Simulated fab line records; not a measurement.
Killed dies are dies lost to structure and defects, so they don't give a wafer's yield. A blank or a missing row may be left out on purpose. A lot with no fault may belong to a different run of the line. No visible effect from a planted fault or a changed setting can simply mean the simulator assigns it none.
Chamber matching ; flow gf180mcu ; rie_si-01 running GF_STI_ETCH_14: 4 sister chambers
The step etches Si in HBr/Cl2/O2, target depth 360 nm, time 102.9 s. 18 wafers are shown with their chamber, then 9 later ones without.

== WAFERS, EACH WITH ITS CHAMBER ==
wafer;chamber;drypump_motor_current_A (A);oes_product_au (a.u.);throttle_valve_pct (%)
L796.2;2;5.28;0.994;25.650
L796.5;2;5.27;0.997;25.643
L796.6;3;5.30;0.993;25.657
L802.1;2;5.27;0.991;25.670
L802.4;1;5.77;1.014;25.651
L802.5;3;5.29;0.990;25.657
L803.1;3;5.29;0.989;25.644
L803.4;1;5.81;1.003;25.653
L803.6;2;5.28;0.994;25.666
L805.1;3;5.29;1.005;25.653
L805.2;2;5.26;0.997;25.654
L805.6;0;5.62;1.001;25.647
L808.2;2;5.27;1.007;25.655
L808.3;3;5.28;1.008;25.646
L808.6;0;5.62;1.012;25.651
L809.2;0;5.60;0.996;25.652
L809.4;1;5.80;1.007;25.660
L809.6;3;5.31;0.989;25.650

SIGNATURES (means of the wafers above)
reading;chamber 0;chamber 1;chamber 2;chamber 3;scatter within a chamber
drypump_motor_current_A;5.6133;5.7933;5.2717;5.2933;0.0118
oes_product_au;1.00300;1.00800;0.99667;0.99567;0.00715
throttle_valve_pct;25.65000;25.65467;25.65633;25.65117;0.00715
Rule: a wafer's distance from a chamber is the root of the sum, over the readings, of the square of ((its reading less the chamber's mean) divided by the reading's scatter). The wafer belongs to the nearest chamber; if the next one is less than 2 further off, it can't be placed. The scatter: the root of (the sum of the squares of (reading less its chamber's mean) over the shown wafers, divided by (wafers less chambers)).

== WAFERS WITH NO CHAMBER GIVEN ==
wafer;drypump_motor_current_A (A);oes_product_au (a.u.);throttle_valve_pct (%)
L815.1;5.27;0.997;25.651
L815.3;5.63;0.992;25.658
L815.6;5.28;1.002;25.671
L817.2;5.26;1.001;25.659
L817.4;5.28;1.004;25.672
L817.6;5.28;1.006;25.674
L818.1;5.28;1.002;25.641
L818.2;5.30;0.998;25.665
L818.5;5.65;1.008;25.658

== CHAMBER TAKEN BY EACH ==
wafer;from the rows above;in truth
L815.1;can't be placed: 2 or 3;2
L815.3;0;0
L815.6;can't be placed: 2 or 3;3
L817.2;can't be placed: 2 or 3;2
L817.4;can't be placed: 2 or 3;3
L817.6;can't be placed: 2 or 3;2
L818.1;can't be placed: 3 or 2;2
L818.2;can't be placed: 3 or 2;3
L818.5;0;0
Correct placement for 2 of the 9. From these rows, 7 cannot be placed; in 7 the true chamber is one of the candidates. Number placed wrongly: 0.
